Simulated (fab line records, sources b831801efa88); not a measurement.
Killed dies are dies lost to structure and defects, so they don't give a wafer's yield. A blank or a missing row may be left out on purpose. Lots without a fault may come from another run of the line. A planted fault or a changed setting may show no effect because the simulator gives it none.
Which tool did it? | flow sky130 | 11 lots, 33 wafers sampled, at 5 steps of a route of 708

WHAT THE GAUGES READ, wafer by wafer
SKY_POLY_GATE_CD_MEAS_22. Usual: cd_nm 149.3 nm, standard deviation 2.3.
lot  | measured     | on        | cd_nm (nm)        | flag
L776 | day 16 03:38 | cd_sem-02 | 150.0 149.9 150.1 |
L778 | day 17 07:12 | cd_sem-02 | 147.1 146.8 147.2 |
L777 | day 17 12:49 | cd_sem-02 | 151.1 152.1 151.8 |
L780 | day 17 18:59 | cd_sem-02 | 148.7 151.3 147.9 |
L779 | day 18 00:37 | cd_sem-01 | 146.7 151.1 152.2 |
L781 | day 18 14:31 | cd_sem-01 | 150.1 147.0 147.1 |
L782 | day 18 16:49 | cd_sem-01 | 150.2 153.5 149.3 |
L783 | day 18 23:44 | cd_sem-02 | 150.7 149.7 151.2 |
L784 | day 19 08:54 | cd_sem-02 | 148.1 145.5 148.4 |
L785 | day 19 17:48 | cd_sem-02 | 149.8 149.9 148.9 |
L786 | day 20 00:02 | cd_sem-01 | 149.8 147.7 150.0 |

SKY_LDD_HVP_TW_MEAS_10. Usual: LDD_HVP_TW 461, standard deviation 4.3.
lot  | measured     | on            | LDD_HVP_TW              | flag
L776 | day 21 04:11 | film_metro-01 | 464 464 465             |
L778 | day 22 10:04 | film_metro-02 | 458 461 461             |
L777 | day 22 15:32 | film_metro-01 | 463 467 464             |
L780 | day 22 21:43 | film_metro-01 | 467 466 467             |
L779 | day 23 03:46 | film_metro-01 | 469 464 467             |
L781 | day 23 18:29 | film_metro-04 | 456 456 457             |
L782 | day 23 23:10 | film_metro-04 | 456 457 456             |
L783 | day 24 02:32 | film_metro-01 | 723 720 725 723 719 726 | OFF
L784 | day 24 10:41 | film_metro-02 | 718 722 716 718 719 718 | OFF
L785 | day 24 18:14 | film_metro-02 | 718 715 715 718 715 719 | OFF
L786 | day 25 16:49 | film_metro-04 | 706 705 704 704 708 704 | OFF

SKY_SPACER_THK_MEAS_01. Usual: SPACER_CVD_00_THK 43.1 nm, standard deviation 0.36.
lot  | measured     | on            | SPACER_CVD_00_THK (nm) | flag
L776 | day 22 12:45 | film_metro-01 | 42.5 42.7 42.8         |
L778 | day 23 18:12 | film_metro-02 | 42.8 42.3 43.0         |
L777 | day 24 01:34 | film_metro-03 | 42.4 42.9 42.5         |
L780 | day 24 07:19 | film_metro-03 | 43.1 43.1 43.1         |
L779 | day 24 11:14 | film_metro-02 | 43.1 43.1 43.3         |
L781 | day 25 01:36 | film_metro-03 | 42.7 42.7 42.3         |
L782 | day 25 06:26 | film_metro-01 | 43.1 42.9 43.2         |

WHICH TOOL RAN EACH LOT (tool, then ch and the chambers of the sampled wafers, then the start)
lot  | SKY_LDD_P_STRIP_10                   | SKY_LDD_HVP_IMPLANT_08
L776 | plasma_asher-03 ch 0,1, day 18 13:45 | implanter-01 ch 0, day 21 03:57
L778 | plasma_asher-02 ch 0,1, day 19 20:50 | implanter-01 ch 0, day 22 09:49
L777 | plasma_asher-01 ch 0,1, day 20 02:16 | implanter-01 ch 0, day 22 15:19
L780 | plasma_asher-01 ch 0,1, day 20 09:30 | implanter-01 ch 0, day 22 21:28
L779 | plasma_asher-02 ch 0, day 20 15:03   | implanter-01 ch 0, day 23 03:31
L781 | plasma_asher-01 ch 0,1, day 21 05:30 | implanter-03 ch 0, day 23 18:15
L782 | plasma_asher-03 ch 0,1, day 21 07:54 | implanter-03 ch 0, day 23 22:55
L783 | plasma_asher-01 ch 0,1, day 21 13:24 | implanter-01 ch 0, day 24 02:18
L784 | plasma_asher-03 ch 0,1, day 21 23:47 | implanter-01 ch 0, day 24 10:26
L785 | plasma_asher-02 ch 0,1, day 22 07:27 | implanter-01 ch 0, day 24 18:01
L786 | plasma_asher-02 ch 0,1, day 22 14:36 | implanter-02 ch 0, day 25 16:34
- SKY_LDD_P_STRIP_10: strips in O2/N2.
- SKY_LDD_HVP_IMPLANT_08

WHAT THE TOOLS THEMSELVES READ (means of the sampled wafers that have a number; where no wafer has one, the mark that the record gives instead)
SKY_LDD_P_STRIP_10. Usual: drypump_motor_current_A 5.56 A, standard deviation 0.28; oes_product_au 0.716 a.u., standard deviation 0.0045; strip_time_to_endpoint_s 14.17 s, standard deviation 0.045.
lot  | tool            | drypump_motor_current_A (A) | oes_product_au (a.u.) | strip_time_to_endpoint_s (s) | flag
L776 | plasma_asher-03 | 5.79                        | 0.717                 | 14.13                        |
L778 | plasma_asher-02 | 5.24                        | 0.711                 | 14.14                        |
L777 | plasma_asher-01 | 5.57                        | 0.714                 | 14.11                        |
L780 | plasma_asher-01 | 5.58                        | 0.715                 | 14.20                        |
L779 | plasma_asher-02 | 5.55                        | 0.721                 | 14.13                        |
L781 | plasma_asher-01 | 5.72                        | 0.715                 | 14.21                        |
L782 | plasma_asher-03 | 5.85                        | 0.715                 | 14.19                        |
L783 | plasma_asher-01 | 5.57                        | 0.721                 | 14.20                        |
L784 | plasma_asher-03 | 5.83                        | 0.714                 | 14.20                        |
L785 | plasma_asher-02 | 5.26                        | 0.715                 | 14.19                        |
L786 | plasma_asher-02 | 5.23                        | 0.717                 | 14.26                        |

THE ANSWER, worked out from the rows above alone
Rule: a lot is off if the mean of its wafers that have a number lies more than 3 standard deviations from the usual mean. A lot without any number at a reading at which 4 lots or more have one is off too. The other lots that the step has rows for count as sound. The gauges are gone through in route order, then the tools' own readings, and for those a lot's mean is taken as printed above. The first step at which some lot is off is used, and at that step the reading that is off furthest; a lot without a number counts as furthest.
Off: L783, L784, L785, L786, at SKY_LDD_HVP_TW_MEAS_10 (LDD_HVP_TW).
A tool fits if, at a process step before that reading, it ran every lot that is off, and no sound lot after the first of them. The gauges at SKY_LDD_HVP_TW_MEAS_10 are tried like those tools. None of those tried fits.

WHAT THE SIMULATOR HAD PUT IN
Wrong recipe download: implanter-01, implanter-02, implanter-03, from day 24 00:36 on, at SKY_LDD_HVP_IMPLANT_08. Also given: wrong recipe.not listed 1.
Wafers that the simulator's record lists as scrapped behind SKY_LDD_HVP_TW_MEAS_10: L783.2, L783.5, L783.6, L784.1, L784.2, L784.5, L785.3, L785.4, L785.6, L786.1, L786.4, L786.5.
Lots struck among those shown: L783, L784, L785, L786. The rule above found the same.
